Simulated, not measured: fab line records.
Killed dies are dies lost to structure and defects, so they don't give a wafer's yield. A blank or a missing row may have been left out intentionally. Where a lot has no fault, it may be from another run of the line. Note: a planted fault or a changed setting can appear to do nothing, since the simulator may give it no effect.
Comparing a struck lot with a sound one :: flow gf180mcu :: 16 out of 602 route steps
Sound: wafers L659.4, L659.5, L659.6. Struck: wafer L666.2. (L666.1, L666.4 of the same lot were not struck and are left out.) The cause comes at the end.
At each step with rows: each side's tool, then ch and its chambers, then its first start. Under that, the readings that differ: sound wafers :: struck wafers :: difference of the means :: sigmas: that difference in standard deviations of wafers without a fault.
alike: same words and numbers on both sides, and readings whose means sit less than 2 such deviations apart. not compared: any withheld reading, any reading some wafer has no value for, any bound like >300 that may hide the same value, and any number with overlapping values for which the record gives no deviation.
The two part at a step that has a row with sigmas, a row that says differs or no value, or rows on one side only. Numbers that have no deviation but don't overlap get no sigmas and don't part them. Lack of a reading on every wafer of one side parts them only where that side has two or more wafers.

GF_TOP_METAL_SPUTTER_04: material TiN, target thk 25 nm, time 19.8 s.
  struck on pvd sputter-03, day 31 13:32; sound on pvd sputter-04, day 29 05:44
  alike: chamber pressure pa, throttle valve pct
GF_TOP_METAL_RS_MEAS_05: the measuring method here is four-point-probe.
  struck on film metro-01, day 31 13:34; sound on film metro-01, day 29 05:49
  alike: TOP_METAL_ALCU_RS
GF_TOP_METAL_THK_MEAS_06: measures by xrf.
  struck on film metro-01, day 31 13:41; sound on film metro-01, day 29 05:55
  alike: TOP_METAL_ALCU_THK
then, 7 steps without rows for these wafers: GF_TOP_METAL_DEHYDRATE_07 (time 60 s); GF_TOP_METAL_HMDS_08 (prime time 60 s); GF_TOP_METAL_COAT_09 (resist thk 1500 nm); GF_TOP_METAL_SOFTBAKE_10 (time 60 s); GF_TOP_METAL_EXPOSE_11 (exposes mask MetalTop, target cd 440 nm); GF_TOP_METAL_PEB_12; GF_TOP_METAL_DEVELOP_13 (develop time 57.94 s).
GF_TOP_METAL_CD_MEAS_14: the cd target is 440 nm.
  struck on cd sem-02, day 32 06:43; sound on cd sem-01, day 30 00:18
  alike: cd nm
GF_TOP_METAL_OVL_MEAS_15:
  struck on overlay-02, day 32 06:50; sound on overlay-02, day 30 00:23
  alike: TOP_METAL_OVL
GF_TOP_METAL_METAL_ETCH_16: etches the open film in Cl2/BCl3, stops on SiO2, target depth 1077.5 nm, time 179.6 s.
  sound on rie metal-02 ch 0,1, day 30 00:27; struck on rie metal-01 ch 1, day 32 06:52
reading: oes product au (a.u.)
sound: 0.979 0.988 0.977
struck: 0.775
difference: -0.206
sigmas: -28

reading: throttle valve pct (%)
sound: 28.226 28.247 28.240
struck: 28.465
difference: +0.227
sigmas: +21

reading: model.TOP_METAL.feature depth nm (nm)
sound: 1047 1042 1043
struck: 686.6
difference: -357.4
sigmas: 

reading: model.etch.depth nm (nm)
sound: 1047 1042 1043
struck: 686.6
difference: -357.4
sigmas: 

reading: model.NOVOLAK_of_TOP_METAL_COAT_09.thk nm (nm)
sound: 1074 1075 1070
struck: 1224
difference: +151
sigmas: 
  alike: drypump motor current A
  not compared: rf hours counter h
GF_TOP_METAL_STRIP_17: strips in O2/N2.
  sound on plasma asher-01 ch 0,1, day 30 00:36; struck on plasma asher-02 ch 0, day 32 07:13
reading: drypump motor current A (A)
sound: 5.75 5.75 5.86
struck: 5.52
difference: -0.27
sigmas: -2

reading: rf hours counter h (h)
sound: - - -
struck: 35
difference: no value on the sound wafers
sigmas: 

reading: strip time to endpoint s (s)
sound: 13.50 13.50 13.44
struck: 15.23
difference: +1.75
sigmas: +25
  alike: heater power w, oes product au
then, 1 step without rows for these wafers: GF_TOP_METAL_STRIP_18 (strips in post etch residue remover, time 1200 s).
GF_PASSIVATION_PROBE_99:
  struck on prober-02, day 33 03:38; sound on prober-01, day 30 21:56
reading: model.etest.pplus_sal_6v.short
sound: 0 0 0
struck: 1
difference: +1
sigmas: 

reading: model.etest.nwell.short
sound: 0 0 0
struck: 1
difference: +1
sigmas: 

reading: model.etest.ring_6p0.no ring
sound: 0 0 0
struck: 1
difference: +1
sigmas: 

reading: model.etest.via3 chain.short
sound: 0 0 0
struck: 1
difference: +1
sigmas: 

reading: model.etest.pwell in dnwell.short
sound: 0 0 0
struck: 1
difference: +1
sigmas: 

reading: model.etest.ldpmos_10p0.short
sound: 0 0 0
struck: 1
difference: +1
sigmas: 

reading: model.etest.iso dnwell dnwell.over limit
sound: 0 0 0
struck: 1
difference: +1
sigmas: 

reading: model.etest.via5 chain.short
sound: 0 0 0
struck: 1
difference: +1
sigmas: 

== WHERE THEY PART ==
Last at GF_TOP_METAL_STRIP_17 as far as this record goes, first at GF_TOP_METAL_METAL_ETCH_16.

WHY: the cause the simulator had injected
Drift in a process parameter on rie metal-01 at GF_TOP_METAL_METAL_ETCH_16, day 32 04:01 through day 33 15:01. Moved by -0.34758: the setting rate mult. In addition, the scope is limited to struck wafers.
